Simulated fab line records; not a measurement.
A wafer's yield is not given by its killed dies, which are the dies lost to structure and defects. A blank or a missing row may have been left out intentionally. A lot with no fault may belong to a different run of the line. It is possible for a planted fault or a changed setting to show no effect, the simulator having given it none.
Check for tools in common :: flow sky130 :: 11 lots, 33 wafers sampled

## WHY IT WAS OPENED
SKY_VT_ADJUST_NCORE_TW_MEAS_11, reading VT_ADJUST_NCORE_TW: flagged on 2 of 11 lots. Wafers without a fault read 217.6, standard deviation 1.3.
Rule: a lot is flagged when every wafer of it that has a number lies more than 4 standard deviations from that mean, or none has a number. All remaining lots are regarded as sound.

lot: L660
measured: day 8 14:15
on: filmMetro-04
VT_ADJUST_NCORE_TW, wafer by wafer: 216.5 217.4 216.4
flag: 

lot: L668
measured: day 11 01:23
on: filmMetro-04
VT_ADJUST_NCORE_TW, wafer by wafer: 249.3 249.0 247.9
flag: FLAGGED

lot: L669
measured: day 11 08:13
on: filmMetro-02
VT_ADJUST_NCORE_TW, wafer by wafer: 247.6 247.6 246.1
flag: FLAGGED

lot: L673
measured: day 12 11:26
on: filmMetro-04
VT_ADJUST_NCORE_TW, wafer by wafer: 217.6 217.9 217.8
flag: 

lot: L674
measured: day 12 21:54
on: filmMetro-04
VT_ADJUST_NCORE_TW, wafer by wafer: 217.4 217.9 218.1
flag: 

lot: L677
measured: day 13 17:59
on: filmMetro-04
VT_ADJUST_NCORE_TW, wafer by wafer: 216.9 217.5 216.1
flag: 

lot: L678
measured: day 14 01:32
on: filmMetro-02
VT_ADJUST_NCORE_TW, wafer by wafer: 214.4 215.9 216.1
flag: 

lot: L679
measured: day 14 06:32
on: filmMetro-03
VT_ADJUST_NCORE_TW, wafer by wafer: 217.7 219.6 219.5
flag: 

lot: L681
measured: day 14 13:27
on: filmMetro-02
VT_ADJUST_NCORE_TW, wafer by wafer: 216.4 215.4 215.4
flag: 

lot: L682
measured: day 14 22:17
on: filmMetro-04
VT_ADJUST_NCORE_TW, wafer by wafer: 218.1 216.7 217.7
flag: 

lot: L683
measured: day 15 08:15
on: filmMetro-03
VT_ADJUST_NCORE_TW, wafer by wafer: 217.7 218.4 218.9
flag: 
Average over the flagged lots: 247.9; offset from the usual +30.3, equal to +23 standard deviations.

## EACH LOT AND THE TOOL IT RAN ON
The record holds 2 process steps before the reading, out of a route of 708 steps. Read each cell as the tool, then ch plus the chambers that the sampled wafers visited, then the start.
lot: L660
flag: 
SKY_VT_ADJUST_HVTP_STRIP_10: plasmaAsher-02 ch 0,1, day 6 03:11
SKY_VT_ADJUST_LVTN_COAT_13: lithoTrack-02 ch 0, day 7 06:32

lot: L668
flag: FLAGGED
SKY_VT_ADJUST_HVTP_STRIP_10: plasmaAsher-03 ch 0,1, day 8 06:52
SKY_VT_ADJUST_LVTN_COAT_13: lithoTrack-04, day 9 14:35

lot: L669
flag: FLAGGED
SKY_VT_ADJUST_HVTP_STRIP_10: plasmaAsher-02 ch 0,1, day 8 12:25
SKY_VT_ADJUST_LVTN_COAT_13: lithoTrack-02, day 9 20:16

lot: L673
flag: 
SKY_VT_ADJUST_HVTP_STRIP_10: plasmaAsher-04 ch 0,1, day 9 14:17
SKY_VT_ADJUST_LVTN_COAT_13: lithoTrack-02 ch 0, day 10 23:04

lot: L674
flag: 
SKY_VT_ADJUST_HVTP_STRIP_10: plasmaAsher-02 ch 0,1, day 9 22:13
SKY_VT_ADJUST_LVTN_COAT_13: lithoTrack-03 ch 0, day 11 08:25

lot: L677
flag: 
SKY_VT_ADJUST_HVTP_STRIP_10: plasmaAsher-02 ch 0,1, day 10 16:58
SKY_VT_ADJUST_LVTN_COAT_13: lithoTrack-04 ch 0, day 12 03:13

lot: L678
flag: 
SKY_VT_ADJUST_HVTP_STRIP_10: plasmaAsher-02 ch 0,1, day 11 00:08
SKY_VT_ADJUST_LVTN_COAT_13: lithoTrack-03 ch 0, day 12 11:42

lot: L679
flag: 
SKY_VT_ADJUST_HVTP_STRIP_10: plasmaAsher-04 ch 0,1, day 11 04:11
SKY_VT_ADJUST_LVTN_COAT_13: lithoTrack-02 ch 0, day 12 15:52

lot: L681
flag: 
SKY_VT_ADJUST_HVTP_STRIP_10: plasmaAsher-02 ch 0, day 11 09:56
SKY_VT_ADJUST_LVTN_COAT_13: lithoTrack-03 ch 0, day 12 22:09

lot: L682
flag: 
SKY_VT_ADJUST_HVTP_STRIP_10: plasmaAsher-03 ch 0,1, day 11 18:32
SKY_VT_ADJUST_LVTN_COAT_13: lithoTrack-03 ch 0, day 13 07:26

lot: L683
flag: 
SKY_VT_ADJUST_HVTP_STRIP_10: plasmaAsher-04 ch 0,1, day 12 03:19
SKY_VT_ADJUST_LVTN_COAT_13: lithoTrack-03 ch 0, day 13 16:48
What the steps here do:
- SKY_VT_ADJUST_HVTP_STRIP_10: strips in O2/N2.
- SKY_VT_ADJUST_LVTN_COAT_13: resist thk 1140 nm.
- SKY_VT_ADJUST_NCORE_TW_MEAS_11

## FLAGGED OVER TOTAL, TOOL BY TOOL (the gauges that took the reading come last)
step: SKY_VT_ADJUST_HVTP_STRIP_10
tool: plasmaAsher-02
lots run: 6
flagged: 1
share of the flagged lots: some
sound lots run after its first flagged lot: 4 (L674,L677,L678,L681)

step: SKY_VT_ADJUST_HVTP_STRIP_10
tool: plasmaAsher-03
lots run: 2
flagged: 1
share of the flagged lots: some
sound lots run after its first flagged lot: 1 (L682)

step: SKY_VT_ADJUST_HVTP_STRIP_10
tool: plasmaAsher-04
lots run: 3
flagged: 0
share of the flagged lots: none
sound lots run after its first flagged lot: -

step: SKY_VT_ADJUST_LVTN_COAT_13
tool: lithoTrack-02
lots run: 4
flagged: 1
share of the flagged lots: some
sound lots run after its first flagged lot: 2 (L673,L679)

step: SKY_VT_ADJUST_LVTN_COAT_13
tool: lithoTrack-03
lots run: 5
flagged: 0
share of the flagged lots: none
sound lots run after its first flagged lot: -

step: SKY_VT_ADJUST_LVTN_COAT_13
tool: lithoTrack-04
lots run: 2
flagged: 1
share of the flagged lots: some
sound lots run after its first flagged lot: 1 (L677)

step: SKY_VT_ADJUST_NCORE_TW_MEAS_11
tool: filmMetro-02
lots run: 3
flagged: 1
share of the flagged lots: some
sound lots run after its first flagged lot: 2 (L678,L681)

step: SKY_VT_ADJUST_NCORE_TW_MEAS_11
tool: filmMetro-03
lots run: 2
flagged: 0
share of the flagged lots: none
sound lots run after its first flagged lot: -

step: SKY_VT_ADJUST_NCORE_TW_MEAS_11
tool: filmMetro-04
lots run: 6
flagged: 1
share of the flagged lots: some
sound lots run after its first flagged lot: 4 (L673,L674,L677,L682)

## WHAT THE TABLE ALLOWS
No row of the table ran every flagged lot.

## WHAT WAS PUT IN BY THE SIMULATOR
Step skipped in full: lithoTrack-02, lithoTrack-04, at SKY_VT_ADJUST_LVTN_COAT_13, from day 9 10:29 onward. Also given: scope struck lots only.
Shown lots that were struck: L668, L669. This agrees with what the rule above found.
